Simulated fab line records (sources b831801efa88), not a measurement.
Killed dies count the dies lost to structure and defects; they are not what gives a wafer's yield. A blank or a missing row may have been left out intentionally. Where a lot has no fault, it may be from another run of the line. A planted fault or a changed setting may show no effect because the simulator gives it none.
fab line records	flow sky130
record lots=13	wafers=39	last-day=50
route steps=708 shown POLY_GATE@229 SD_P@329 SD_N@356
lots untouched by any fault: they come from a run of this same line in which no faults occurred
start-h: hours from the record's first day to the start of the lot's first wafer shown	wait-h: hours elapsed since this lot's preceding step	" as in the row above	L1.1+2: a row that stands for several wafers	- no value, or no start given	* or withheld: withheld	< > ~ a bound
route shown NAME@n: NAME is a module with steps in the file, n the number in the route of the first one	usual: average and standard deviation across the fault-free wafers	same: alike in all rows	chamber/n: place in a boat	sites: each site's reading	_std_site: how widely they spread, as a standard deviation	_edge_site: the outer-site mean with the inner-site mean subtracted	radius-mm: how far each site lies from the wafer's centre	mask NAME#n: copy n	behind: tool/chamber where the wafer was last shaped	hold: reason for holding the lot/hours on hold/outcome of the hold	device: which transistor (n, p or np) failed to switch	end of line: at the end of the route, the tests of the same wafers	a step without rows: its recipe alone	killed: count of dies lost to structure and defects at first sort (not the wafer's yield)	map: shows each die of a wafer: x if killed, . if not, _ if none is there
set.NAME: setting as actually run; set.NAME@STEP: the setting as run at that earlier step	model.NAME: the simulator's own value behind a step, which no gauge read
a sample of lots followed through the steps of the route, with each step as a table and each wafer as a row
services: a tool's chamber out of use, with start hour (start-h, from the record's first day; less than 0 if before it), hours out, and reason
## steps
# step SKY_POLY_GATE_ETCH_15
# recipe chemistry=N2/H2	target=BARC	ion-energy-ev=200	source-w=500	bias-w=100	pressure-mtorr=30	n2-flow-sccm=100	h2-flow-sccm=200	stop-on=SiO2	time-s=118.5	target-depth-a=1100
# usual drypump-motor-current-A=5.8/0.41	oes-product-au=0.717/0.005	throttle-valve-pct=13.213/0.0091
lot.wafer	tool	chamber	start-h	wait-h	drypump-motor-current-A	oes-product-au	rf-hours-counter-h	throttle-valve-pct
L808.1	rie-diel-02	3	359.82	0.0	6.0	0.721	70	13.224
L808.2	"	1	"	"	5.7	0.718	6	13.208
L808.5	"	3	"	"	6.0	0.719	-	13.227
L815.2	rie-diel-01	1	437.51	0.0	6.0	0.719	66	13.202
L815.3	"	0	"	"	5.5	0.718	95	13.207
L815.6	"	0	"	"	5.5	0.714	-	13.206
L818.1	rie-diel-01	2	459.12	0.0	6.2	0.722	2	13.217
L818.3	"	3	"	"	4.7	0.714	7	13.212
L818.5	"	3	"	"	4.7	0.718	-	13.214
L821.1	rie-diel-02	2	485.51	0.0	5.6	0.718	6	13.209
L821.2	"	3	"	"	6.0	0.715	73	13.214
L821.4	"	1	"	"	5.7	0.724	9	13.207
L822.4	rie-diel-02	2	496.81	0.0	5.6	0.724	6	13.199
L822.5	"	1	"	"	5.7	0.713	-	13.211
L822.6	"	0	"	"	6.0	0.716	-	13.213
L823.1	rie-diel-02	0	512.86	0.0	6.0	0.717	7	13.222
L823.3	"	3	"	"	6.1	0.712	73	13.207
L823.6	"	1	"	"	5.7	0.716	-	13.209
L824.3	rie-diel-01	0	514.16	0.0	5.5	0.722	0	13.214
L824.4	"	2	"	"	6.2	0.724	3	13.205
L824.5	"	1	"	"	6.0	0.717	-	13.221
L825.3	rie-diel-03	0	533.02	0.0	6.2	0.713	14	13.213
L825.4	"	2	"	"	5.9	0.710	24	13.210
L825.5	"	0	"	"	6.2	0.724	-	13.209
L827.1	rie-diel-03	1	538.21	0.0	6.0	0.723	18	13.222
L827.3	"	2	"	"	5.9	0.715	24	13.208
L827.6	"	2	"	"	5.9	0.724	-	13.207
L828.2	rie-diel-03	3	566.91	0.0	5.4	0.717	11	13.219
L828.3	"	1	"	"	6.0	0.711	19	13.205
L828.5	"	0	"	"	6.2	0.711	-	13.195
L831.2	rie-diel-02	2	583.47	0.0	5.6	0.723	7	13.210
L831.3	"	0	"	"	6.0	0.725	9	13.229
L831.5	"	2	"	"	5.6	0.714	-	13.207
L830.1	rie-diel-02	0	585.07	0.0	6.0	0.711	9	13.227
L830.2	"	2	"	"	5.6	0.723	7	13.205
L830.6	"	0	"	"	6.0	0.721	-	13.196
L829.2	rie-diel-03	0	585.15	0.0	6.2	0.714	15	13.237
L829.4	"	3	"	"	5.4	0.723	12	13.225
L829.6	"	0	"	"	6.1	0.720	-	13.198
# step SKY_SD_P_IMPLANT_09
# recipe species=BF2	energy-kev=20	dose-cm2=3e+15	tilt-deg=0
# usual dose-ions-cm2=3.0003e+15/2.5e+12	end-station-pressure-torr=1.41e-05/1.3e-06
lot.wafer	tool	chamber	start-h	wait-h	dose-ions-cm2	end-station-pressure-torr
L808.1	implanter-04	0	580.11	0.0	3.0018e+15	1.48e-05
L808.2	"	0	"	"	2.9997e+15	1.49e-05
L808.5	"	0	"	"	3.0023e+15	1.37e-05
L815.2	implanter-04	0	653.38	0.0	3.0864e+15	1.32e-05
L815.3	"	0	"	"	3.0863e+15	1.34e-05
L815.6	"	0	"	"	3.0873e+15	1.46e-05
L818.1	implanter-04	0	672.11	0.0	3.0852e+15	1.4e-05
L818.3	"	0	"	"	3.0882e+15	1.52e-05
L818.5	"	0	"	"	3.0831e+15	1.36e-05
L821.1	implanter-03	0	699.06	0.0	2.9997e+15	1.15e-05
L821.2	"	0	"	"	2.9961e+15	1.21e-05
L821.4	"	0	"	"	3.0026e+15	1.11e-05
L822.4	implanter-01	0	706.53	0.1	2.997e+15	1.46e-05
L822.5	"	0	"	"	2.9992e+15	1.41e-05
L822.6	"	0	"	"	3.0007e+15	1.44e-05
L823.1	implanter-03	0	721.76	0.0	3.0001e+15	1.28e-05
L823.3	"	0	"	"	2.9988e+15	1.27e-05
L823.6	"	0	"	"	3.0033e+15	1.21e-05
L824.3	implanter-01	0	724.33	0.1	2.9976e+15	1.49e-05
L824.4	"	0	"	"	3.0034e+15	1.49e-05
L824.5	"	0	"	"	2.9994e+15	1.61e-05
L825.3	implanter-04	0	739.88	0.1	3.0024e+15	1.35e-05
L825.4	"	0	"	"	2.9983e+15	1.55e-05
L825.5	"	0	"	"	2.9973e+15	1.39e-05
L827.1	implanter-03	0	742.53	0.0	2.9991e+15	1.23e-05
L827.3	"	0	"	"	2.9959e+15	1.22e-05
L827.6	"	0	"	"	2.999e+15	1.2e-05
L828.2	implanter-04	0	770.99	0.0	2.9977e+15	1.46e-05
L828.3	"	0	"	"	3.0006e+15	1.24e-05
L828.5	"	0	"	"	3.0024e+15	1.37e-05
L831.2	implanter-01	0	785.49	0.0	2.9983e+15	1.61e-05
L831.3	"	0	"	"	2.999e+15	1.6e-05
L831.5	"	0	"	"	2.9997e+15	1.55e-05
L830.1	implanter-01	0	788.67	0.0	2.9976e+15	1.53e-05
L830.2	"	0	"	"	2.9999e+15	1.56e-05
L830.6	"	0	"	"	2.9996e+15	1.6e-05
L829.2	implanter-04	0	790.09	0.0	2.9991e+15	1.45e-05
L829.4	"	0	"	"	2.996e+15	1.28e-05
L829.6	"	0	"	"	3.0023e+15	1.29e-05
# step SKY_SD_N_RTA_14
# recipe temp-c=1075	time-s=2	idle-temp-c=650	ramp-up-c-per-s=150	ramp-down-c-per-s=90	ambient=N2
# usual lamp-power-pct=15.74/0.051	wafer_temp_C_max=1078.0/1.2
lot.wafer	tool	chamber	start-h	wait-h	lamp-power-pct	wafer_temp_C_max
L808.1	rtp-anneal-01	0	639.32	0.0	15.75	1080.3
L808.2	"	0	"	"	15.71	1078.5
L808.5	"	0	"	"	15.77	1078.1
L815.2	rtp-anneal-02	0	710.51	0.0	15.78	1077.4
L815.3	"	0	"	"	15.77	1077.0
L815.6	"	0	"	"	15.76	1077.5
L818.1	rtp-anneal-01	0	729.37	0.0	15.66	1077.7
L818.3	"	0	"	"	15.71	1076.7
L818.5	"	0	"	"	15.73	1078.5
L821.1	rtp-anneal-02	0	754.52	0.0	15.74	1080.0
L821.2	"	0	"	"	15.73	1078.6
L821.4	"	0	"	"	15.77	1076.3
L822.4	rtp-anneal-01	0	762.55	0.0	15.69	1078.2
L822.5	"	0	"	"	15.71	1079.8
L822.6	"	0	"	"	15.75	1078.1
L823.1	rtp-anneal-02	0	776.47	0.0	15.63	1078.2
L823.3	"	0	"	"	15.66	1077.4
L823.6	"	0	"	"	15.66	1078.0
L824.3	rtp-anneal-01	0	779.14	0.0	15.72	1078.6
L824.4	"	0	"	"	15.69	1076.5
L824.5	"	0	"	"	15.71	1079.1
L825.3	rtp-anneal-02	0	794.07	0.0	15.70	1079.4
L825.4	"	0	"	"	15.69	1078.0
L825.5	"	0	"	"	15.69	1077.7
L827.1	rtp-anneal-02	0	796.94	0.0	15.85	1079.5
L827.3	"	0	"	"	15.77	1077.0
L827.6	"	0	"	"	15.72	1075.4
L828.2	rtp-anneal-01	0	826.05	0.0	15.78	1078.1
L828.3	"	0	"	"	15.72	1075.7
L828.5	"	0	"	"	15.78	1076.8
L831.2	rtp-anneal-02	0	838.83	0.0	15.69	1079.4
L831.3	"	0	"	"	15.78	1079.7
L831.5	"	0	"	"	15.75	1076.0
L830.1	rtp-anneal-01	0	842.03	0.0	15.74	1079.2
L830.2	"	0	"	"	15.78	1077.9
L830.6	"	0	"	"	15.78	1078.4
L829.2	rtp-anneal-01	0	843.10	0.0	15.77	1079.0
L829.4	"	0	"	"	15.74	1077.9
L829.6	"	0	"	"	15.73	1078.9
# step SKY_SD_N_RS_MEAS_16
# recipe thk-meas-gauge=four-point-probe
# usual SD_N_RS=68.61/0.12
lot.wafer	tool	chamber	start-h	wait-h	SD_N_RS[ohm/sq]
L808.1	film-metro-01	-	639.50	0.1	68.53
L808.2	"	-	"	"	68.48
L808.5	"	-	"	"	68.82
L815.2	film-metro-02	-	710.70	0.1	68.61
L815.3	"	-	"	"	68.56
L815.6	"	-	"	"	68.61
L818.1	film-metro-01	-	729.55	0.1	68.61
L818.3	"	-	"	"	68.61
L818.5	"	-	"	"	68.60
L821.1	film-metro-02	-	754.69	0.1	68.61
L821.2	"	-	"	"	68.77
L821.4	"	-	"	"	68.59
L822.4	film-metro-04	-	762.76	0.1	68.61
L822.5	"	-	"	"	68.66
L822.6	"	-	"	"	68.68
L823.1	film-metro-01	-	776.64	0.1	68.54
L823.3	"	-	"	"	68.62
L823.6	"	-	"	"	68.77
L824.3	film-metro-04	-	779.34	0.1	68.66
L824.4	"	-	"	"	68.73
L824.5	"	-	"	"	68.52
L825.3	film-metro-04	-	794.26	0.1	68.70
L825.4	"	-	"	"	68.80
L825.5	"	-	"	"	68.59
L827.1	film-metro-01	-	797.12	0.1	68.30
L827.3	"	-	"	"	68.68
L827.6	"	-	"	"	68.60
L828.2	film-metro-02	-	826.24	0.1	68.60
L828.3	"	-	"	"	68.43
L828.5	"	-	"	"	68.52
L831.2	film-metro-02	-	839.02	0.1	68.37
L831.3	"	-	"	"	68.45
L831.5	"	-	"	"	68.32
L830.1	film-metro-02	-	842.20	0.1	68.75
L830.2	"	-	"	"	68.73
L830.6	"	-	"	"	68.72
L829.2	film-metro-01	-	843.29	0.1	68.61
L829.4	"	-	"	"	68.45
L829.6	"	-	"	"	68.76
## services
tool	chamber	start-h	hours	kind
implanter-01	-	368.88	3.6	pm
rie-diel-03	0	370.44	11.0	repair
implanter-04	-	372.81	1.3	repair
rie-diel-03	3	387.80	1.6	repair
rtp-anneal-01	-	393.92	4.4	repair
rtp-anneal-02	-	401.84	2.6	pm
rie-diel-02	0	405.60	5.3	repair
rtp-anneal-01	-	416.44	5.8	pm
implanter-01	-	420.13	4.5	pm
rtp-anneal-01	-	430.02	87.5	pm
implanter-04	-	444.56	4.2	repair
implanter-04	-	467.38	5.8	pm
rie-diel-02	2	505.25	12.8	repair
rie-diel-03	3	505.25	5.8	repair
rie-diel-03	3	522.32	2.1	repair
implanter-01	-	534.71	1.6	repair
rie-diel-03	3	538.15	4.5	repair
rie-diel-02	-	578.66	1.0	repair
implanter-04	-	585.20	5.1	pm
rie-diel-02	3	641.94	15.8	repair
rie-diel-02	2	665.40	8.5	repair
rie-diel-02	2	704.21	7.3	repair
rie-diel-02	2	715.96	9.1	repair
rie-diel-02	0	748.57	2.0	repair
## key
first-sign step=SKY_SD_P_IMPLANT_09	reading=dose-ions-cm2	direction=up	sigmas=34	usual=*	struck=*
effect none on later readings
met-at SKY_SD_P_IMPLANT_09
struck-lots L815,L818
tester-left-out L815,L818
not-acting-at SKY_POLY_GATE_ETCH_15,SKY_SD_N_RTA_14,SKY_SD_N_RS_MEAS_16
onset-between 580.11 653.38
fault kind=process-parameter-drift	tool=implanter-04	chamber=-	onset-h=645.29	steps=SKY_SD_P_IMPLANT_09	channel=dose-cm2	offset=*	shape=step	end-h=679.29	acts-in=*	stated=*
# tester-left-out: of these lots the tester's yield and bins aren't shown, on N5 and GAA mostly nor the transistor test; their killed dies are dies lost to structure and defects alone, not to doping, threshold or leakage, so they don't give the yield
